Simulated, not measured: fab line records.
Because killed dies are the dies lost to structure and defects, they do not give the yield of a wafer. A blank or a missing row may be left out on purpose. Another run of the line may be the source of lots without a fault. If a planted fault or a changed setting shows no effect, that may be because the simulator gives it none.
Which tool is to blame? ; flow gf180mcu ; 33 wafers from 11 lots sampled at 3 of the route's 602 steps

## WHAT THE GAUGES READ, wafer by wafer
GF_V4_OVL_MEAS_15.
lot;measured;on;V4_OVL (nm)
L971;day 24 08:25;overlay-01;4 4 5
L972;day 24 14:59;overlay-01;0 -8 -4
L973;day 25 01:35;overlay-02;-12 -5 -4
L975;day 25 19:26;overlay-01;-14 -10 -19
L976;day 26 05:44;overlay-01;-4 -5 -7
L979;day 27 06:15;overlay-02;-5 -2 -4
L983;day 28 12:21;overlay-02;-8 -8 1
L985;day 29 02:03;overlay-01;-4 -6 -13
L990;day 30 10:00;overlay-01;-10 -1 0
L991;day 30 16:56;overlay-01;1 -6 1
L994;day 31 08:29;overlay-02;-10 0 3

## WHICH TOOL RAN EACH LOT (tool, then ch and the chambers of the sampled wafers, then the start)
lot;GF_M2_METAL_ETCH_16;GF_M2_STRIP_17
L971;rie_metal-02 ch 0,1, day 19 03:41;plasma_asher-03 ch 0,1, day 19 03:49
L972;rie_metal-02 ch 1, day 19 10:50;plasma_asher-03 ch 0,1, day 19 11:05
L973;rie_metal-02 ch 1, day 19 21:55;plasma_asher-04 ch 0,1, day 19 22:08
L975;rie_metal-02 ch 0,1, day 20 17:38;plasma_asher-01 ch 0,1, day 20 17:45
L976;rie_metal-02 ch 0,1, day 21 06:35;plasma_asher-01 ch 0,1, day 21 06:42
L979;rie_metal-01 ch 0,1, day 22 10:07;plasma_asher-03 ch 0,1, day 22 10:14
L983;rie_metal-02 ch 0,1, day 23 20:19;plasma_asher-01 ch 0,1, day 23 20:26
L985;rie_metal-02 ch 0,1, day 24 11:40;plasma_asher-03 ch 0,1, day 24 11:47
L990;rie_metal-01 ch 0,1, day 25 23:16;plasma_asher-04 ch 0,1, day 25 23:23
L991;rie_metal-03 ch 0,1, day 26 08:31;plasma_asher-03 ch 0,1, day 26 08:38
L994;rie_metal-01 ch 1, day 27 01:52;plasma_asher-04 ch 0,1, day 27 02:04
- GF_M2_METAL_ETCH_16: etches the open film in Cl2/BCl3, stops on SiO2, target depth 750.8 nm, time 125.1 s.
- GF_M2_STRIP_17: strips in O2/N2.

## WHAT THE TOOLS THEMSELVES READ (means of the sampled wafers that have a number; where no wafer has one, the mark that the record gives instead)
GF_M2_METAL_ETCH_16.
lot;tool;drypump_motor_current_A (A);oes_product_au (a.u.);run_length_s (s);throttle_valve_pct (%)
L971;rie_metal-02;5.6;0.990;153.4;28.232
L972;rie_metal-02;6.0;0.990;153.1;28.232
L973;rie_metal-02;6.0;0.988;153.3;28.239
L975;rie_metal-02;5.8;0.988;153.3;28.224
L976;rie_metal-02;5.8;0.991;153.3;28.237
L979;rie_metal-01;5.7;0.993;153.5;28.232
L983;rie_metal-02;5.8;0.988;151.6;28.238
L985;rie_metal-02;5.6;0.998;149.9;28.219
L990;rie_metal-01;5.8;0.991;153.8;28.224
L991;rie_metal-03;6.2;0.994;153.3;28.232
L994;rie_metal-01;6.0;0.988;153.6;28.227

GF_M2_STRIP_17.
lot;tool;drypump_motor_current_A (A);heater_power_w (W);oes_product_au (a.u.);platen_temp_c (C);strip_time_to_endpoint_s (s)
L971;plasma_asher-03;5.82;359;0.539;250.02;7.393
L972;plasma_asher-03;5.67;330;0.540;250.10;7.399
L973;plasma_asher-04;5.30;312;0.540;250.19;7.405
L975;plasma_asher-01;5.85;317;0.537;249.96;7.363
L976;plasma_asher-01;5.84;317;0.533;249.94;7.376
L979;plasma_asher-03;5.82;356;0.536;250.07;7.384
L983;plasma_asher-01;5.74;307;0.540;249.88;7.401
L985;plasma_asher-03;5.68;333;0.540;249.70;7.470
L990;plasma_asher-04;5.27;318;0.538;249.94;7.396
L991;plasma_asher-03;5.70;332;0.535;250.05;7.392
L994;plasma_asher-04;5.29;318;0.536;250.11;7.376

## THE ANSWER, worked out from the rows above alone
Rule: usual is defined by the lots themselves. Put in order of their means at a reading, lots are off if they are a third of the lots or fewer, leave a main group of 4 or more, and stand apart from it by a gap of 3 or more times the standard deviation of the main group's means; of several such gaps the widest counts. The tables above print the reading to a certain number of digits; a main group whose means all agree to those digits is not used. A lot without any number at a reading at which 4 lots or more have one is off too. All remaining lots with rows at the step are treated as sound. The gauges are gone through in route order, then the tools' own readings, and for those a lot's mean is taken as printed above. At the first step where some lot is off, the reading lying furthest off is the one used; lots without a number count as furthest.
Off, at GF_M2_METAL_ETCH_16 on run_length_s: L983, L985. The main group: mean 153.4 s, standard deviation 0.19.
If a tool, at that step or one of the process steps before it, ran each lot that is off and ran no sound lot following the first of them, it fits. One fits: rie_metal-02 at GF_M2_METAL_ETCH_16. A fault onset in the window from L976 (day 21 06:35, its last sound lot) to L983 (day 23 20:19, its first lot off) fits.
On the lots that are off, the tool's own readings at GF_M2_METAL_ETCH_16 differ by more than 5 times the standard deviation of the sound lots' means, which bears it out; run_length_s reads 150.8 s there versus 153.4 s on the sound lots.

## WHAT THE SIMULATOR HAD PUT IN
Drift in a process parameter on rie_metal-02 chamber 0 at GF_M2_METAL_ETCH_16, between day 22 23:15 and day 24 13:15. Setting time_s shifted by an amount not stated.
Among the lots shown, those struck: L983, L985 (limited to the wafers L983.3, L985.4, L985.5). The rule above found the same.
